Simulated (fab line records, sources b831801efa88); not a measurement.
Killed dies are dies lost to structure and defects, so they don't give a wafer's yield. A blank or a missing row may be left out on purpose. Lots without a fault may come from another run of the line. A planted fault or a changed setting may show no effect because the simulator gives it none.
A struck lot beside a sound one | flow sky130 | 16 steps out of a route of 708
Sound: wafers L326.2, L326.3, L326.4. Struck: wafers L335.3, L335.4, L335.5. The cause comes at the end.
At each step with rows: each side's tool, then ch and its chambers, then its first start. Under that, the readings that differ: sound wafers | struck wafers | difference of the means | sigmas: that difference in standard deviations of wafers without a fault.
alike: readings whose means differ by less than 2 such deviations, and words and numbers that are the same on both sides. not compared: withheld readings, readings that some wafer has no value for, bounds like >300 that may hide the same value, and numbers for which the record gives no deviation and whose values overlap.
The two part at a step that has a row with sigmas, a row that says differs or no value, or rows on one side only. Numbers that don't overlap but have no deviation are shown without sigmas and don't part them. A reading that every wafer of one side lacks parts them only if that side has two wafers or more.

SKY_VT_ADJUST_HVTP_OVL_MEAS_08:
  sound on overlay-02, day 8 15:04; struck on overlay-01, day 10 06:45
  alike: VT_ADJUST_HVTP_OVL
then, 1 step without rows for these wafers: SKY_VT_ADJUST_HVTP_IMPLANT_09.
SKY_VT_ADJUST_HVTP_STRIP_10: strips in O2/N2.
  sound on plasma_asher-01 ch 0,1, day 8 15:15; struck on plasma_asher-03 ch 0,1, day 10 06:58
  alike: drypump_motor_current_A, oes_product_au, strip_time_to_endpoint_s
  not compared: rf_hours_counter_h
SKY_VT_ADJUST_HVTP_TW_MEAS_11:
  sound on film_metro-01, day 8 15:22; struck on film_metro-04, day 10 07:03
  alike: VT_ADJUST_HVTP_TW
then, 7 steps without rows for these wafers: SKY_VT_ADJUST_LVTN_DEHYDRATE_00 (time 60 s); SKY_VT_ADJUST_LVTN_HMDS_01 (prime time 60 s); SKY_VT_ADJUST_LVTN_COAT_02 (resist thk 3000 nm); SKY_VT_ADJUST_LVTN_SOFTBAKE_03; SKY_VT_ADJUST_LVTN_EXPOSE_04 (exposes mask NWM COMPLEMENT LESS NATIVE, target cd 840 nm); SKY_VT_ADJUST_LVTN_PEB_05; SKY_VT_ADJUST_LVTN_DEVELOP_06 (develop time 60 s).
SKY_VT_ADJUST_LVTN_OVL_MEAS_07:
  sound on overlay-02, day 9 11:42; struck on overlay-01, day 11 05:41
  alike: VT_ADJUST_LVTN_OVL
SKY_VT_ADJUST_LVTN_IMPLANT_08:
  sound on implanter-02 ch 0, day 9 11:46; struck on implanter-04, day 11 05:46
  no value came back on the struck wafers for beam_energy_keV, beam_on_s (s); on the sound wafers beam_energy_keV reads 30.013 30.006 30.021
SKY_VT_ADJUST_LVTN_STRIP_09: strips in O2/N2.
  sound on plasma_asher-04 ch 0,1, day 9 11:53; struck on plasma_asher-03 ch 0,1, day 11 05:53
  alike: drypump_motor_current_A, oes_product_au, strip_time_to_endpoint_s
  not compared: rf_hours_counter_h
SKY_VT_ADJUST_LVTN_TW_MEAS_10:
  sound on film_metro-03, day 9 11:59; struck on film_metro-02, day 11 05:59
  reading           | sound             | struck         | difference | sigmas
  VT_ADJUST_LVTN_TW | 240.6 243.1 241.7 | 30.0 30.5 30.3 | -211.5     | -99 or more
then, 1 step without rows for these wafers: SKY_VT_ADJUST_LVTN_DEHYDRATE_11 (time 60 s).

WHERE THEY PART
First at SKY_VT_ADJUST_LVTN_IMPLANT_08; last, within this record, at SKY_VT_ADJUST_LVTN_TW_MEAS_10.

WHY: what the simulator had put in
Skipped step whole: implanter-04, from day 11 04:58 on, at SKY_VT_ADJUST_LVTN_IMPLANT_08. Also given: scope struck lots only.
